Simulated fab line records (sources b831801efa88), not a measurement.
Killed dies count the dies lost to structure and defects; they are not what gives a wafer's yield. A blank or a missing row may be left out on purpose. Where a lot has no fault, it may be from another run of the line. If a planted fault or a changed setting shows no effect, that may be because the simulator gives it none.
2 desks looking at one fault	flow sky130	only its own numbers are on each desk; what lay behind them is given at the end

== METROLOGY DESK ==
Lot by lot, what the gauges showed, no matter which tool ran the lot: averages of those sampled wafers that carry a number. If a lot's mean is further than 4 standard deviations from the usual mean, the lot is out of limits and carries the mark OUT (the distance appears in the brackets).
Columns: A = CAP2M_OVL at SKY_CAP2M_OVL_MEAS_12, usual -0.4 nm
lot	first seen here	A
L865	day 42 04:05	-0.7
L875	day 44 17:25	-1.0
L877	day 44 20:46	-0.6
L878	day 45 23:18	-0.4
L879	day 45 23:25	-1.1
L883	day 46 10:14	-1.6
This desk's verdict: no lot among the 6 shows anything out of limits.

== FOR THE TOOL OWNER'S DESK: krfScanner-01 ==
The tool's own readings at SKY_METAL4_EXPOSE_10 (exposes mask MM4, target cd 300 nm): means of the sampled wafers that have a number, for each lot that ran on this tool. If a lot's mean is further than 4 standard deviations from the usual mean, the lot is out of limits and carries the mark OUT (the distance appears in the brackets).
Columns: A = exposureDoseMJCm2 at SKY_METAL4_EXPOSE_10, usual 27.93; B = focusOffsetNm at SKY_METAL4_EXPOSE_10, usual 0.0 nm
lot	first seen here	A	B
L865	day 42 17:02	27.93	0.1
L878	day 46 10:37	27.90	-0.4
L883	day 46 21:52	27.94	0.2
This desk's verdict: no lot among the 3 shows anything out of limits.

== PUT TOGETHER ==
Nothing out of limits was seen by the metrology desk.
The tool owner's desk saw nothing out of limits.

== WHAT THE SIMULATOR PUT IN ==
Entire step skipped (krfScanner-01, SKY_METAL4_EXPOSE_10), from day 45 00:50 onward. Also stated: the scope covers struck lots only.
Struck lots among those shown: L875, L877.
